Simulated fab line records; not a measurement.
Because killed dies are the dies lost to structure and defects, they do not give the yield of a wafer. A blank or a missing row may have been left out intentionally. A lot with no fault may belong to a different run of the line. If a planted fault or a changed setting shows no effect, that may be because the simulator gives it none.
Which tool is to blame? / flow sky130 / route of 708 steps, sampled at 1 step: 7 lots, 21 wafers

WHAT EACH GAUGE READ, for each wafer
SKY_METAL1_CD_MEAS_15 targets a cd of 140 nm.
lot=L344; measured=day 33 08:13; on=cd-sem-02; cd-nm (nm)=139.4 138.1 139.2
lot=L347; measured=day 35 00:35; on=cd-sem-02; cd-nm (nm)=137.2 139.0 137.4
lot=L355; measured=day 37 05:56; on=cd-sem-02; cd-nm (nm)=141.3 141.7 141.7
lot=L357; measured=day 37 16:17; on=cd-sem-01; cd-nm (nm)=138.8 139.5 139.6
lot=L360; measured=day 38 12:47; on=cd-sem-02; cd-nm (nm)=139.3 139.1 139.0
lot=L362; measured=day 39 08:01; on=cd-sem-01; cd-nm (nm)=138.5 136.6 137.9
lot=L364; measured=day 39 21:15; on=cd-sem-02; cd-nm (nm)=141.1 140.6 140.7

EACH LOT AND THE TOOL THAT RAN IT (in order: tool; ch and the chambers of the sampled wafers; start)
There is no process step in the record ahead of these readings.

THE ANSWER, worked out from the rows above alone
Rule: what is usual is taken from the lots themselves. Put in order of their means at a reading, lots are off if they are a third of the lots or fewer, leave a main group of 4 or more, and stand apart from it by a gap of 3 or more times the standard deviation of the main group's means; of several such gaps the widest counts. A main group whose means are all the same, to the digits that the tables above print for the reading, isn't used. Also off: a lot with no number at a reading for which 4 or more lots have one. Where the step has rows for the other lots, those lots are counted as sound.
No lot is off on any of the readings shown, so nothing can be concluded from this.

WHAT THE SIMULATOR HAD PUT IN
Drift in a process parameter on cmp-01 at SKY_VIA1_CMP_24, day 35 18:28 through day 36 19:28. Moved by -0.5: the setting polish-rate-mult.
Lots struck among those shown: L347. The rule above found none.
